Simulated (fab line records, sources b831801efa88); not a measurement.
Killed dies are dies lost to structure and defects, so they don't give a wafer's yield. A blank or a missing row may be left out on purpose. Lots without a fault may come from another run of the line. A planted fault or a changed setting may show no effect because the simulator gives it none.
One fault seen from 2 desks | flow gf180mcu | each desk has only its own numbers; what lay behind them comes last

THE METROLOGY DESK
What the gauges read, lot by lot, whatever tool the lot ran on: means of the sampled wafers that have a number. A lot is out of limits, marked OUT, if its mean lies more than 4 standard deviations from the usual mean; the brackets give that distance.
Columns: A = cd_nm at GF_V3_CD_MEAS_14, usual 259.7 nm; B = V3_W_RS at GF_V3_RS_MEAS_24, usual 0.326 ohm/sq
lot  | first seen here | A     | B
L313 | day 22 14:05    | 260.5 | 0.325
L315 | day 23 05:14    | 259.5 | 0.326
L316 | day 23 11:47    | 260.7 | 0.327
L317 | day 23 20:50    | 259.3 | 0.324
L318 | day 23 23:56    | 259.2 | 0.324
L321 | day 25 09:05    | 260.3 | 0.328
L322 | day 25 11:51    | 261.1 | 0.326
L323 | day 26 05:40    | 259.8 | 0.323
L324 | day 26 10:37    | 259.4 | 0.325
L327 | day 27 12:12    | 260.1 | 0.322
L329 | day 27 23:35    | 259.7 | 0.329
L330 | day 28 02:55    | 259.1 | 0.329
L335 | day 29 09:40    | 260.8 | 0.330
This desk's finding: nothing out of limits on any of the 13 lots.

THE TOOL OWNER'S DESK: rie_diel-04
The tool's own readings at GF_HV_LDD_ETCHBACK_58 (etches Si3N4 in CH3F/O2, stops on SiO2, time 100 s, target depth 90 nm): means of the sampled wafers that have a number, for each lot that ran on this tool. A lot is out of limits, marked OUT, if its mean lies more than 4 standard deviations from the usual mean; the brackets give that distance.
Columns: A = O2_flow_sccm at GF_HV_LDD_ETCHBACK_58, usual 30.01 sccm; B = drypump_motor_current_A at GF_HV_LDD_ETCHBACK_58, usual 5.94 A; C = oes_product_au at GF_HV_LDD_ETCHBACK_58, usual 0.845 a.u.; D = throttle_valve_pct at GF_HV_LDD_ETCHBACK_58, usual 10.561 %
lot  | first seen here | A     | B    | C     | D
L316 | day 13 13:05    | 30.03 | 5.85 | 0.845 | 10.555
L317 | day 13 22:15    | 29.95 | 5.96 | 0.844 | 10.560
L323 | day 16 03:34    | 29.96 | 5.98 | 0.851 | 10.563
L324 | day 16 09:52    | 30.00 | 5.95 | 0.847 | 10.559
L327 | day 17 12:21    | 30.03 | 5.88 | 0.845 | 10.561
L330 | day 18 06:46    | 29.99 | 5.88 | 0.843 | 10.562
This desk's finding: nothing out of limits on any of the 6 lots.

PUT TOGETHER
The metrology desk saw nothing out of limits.
The tool owner's desk saw nothing out of limits.

WHAT THE SIMULATOR HAD PUT IN
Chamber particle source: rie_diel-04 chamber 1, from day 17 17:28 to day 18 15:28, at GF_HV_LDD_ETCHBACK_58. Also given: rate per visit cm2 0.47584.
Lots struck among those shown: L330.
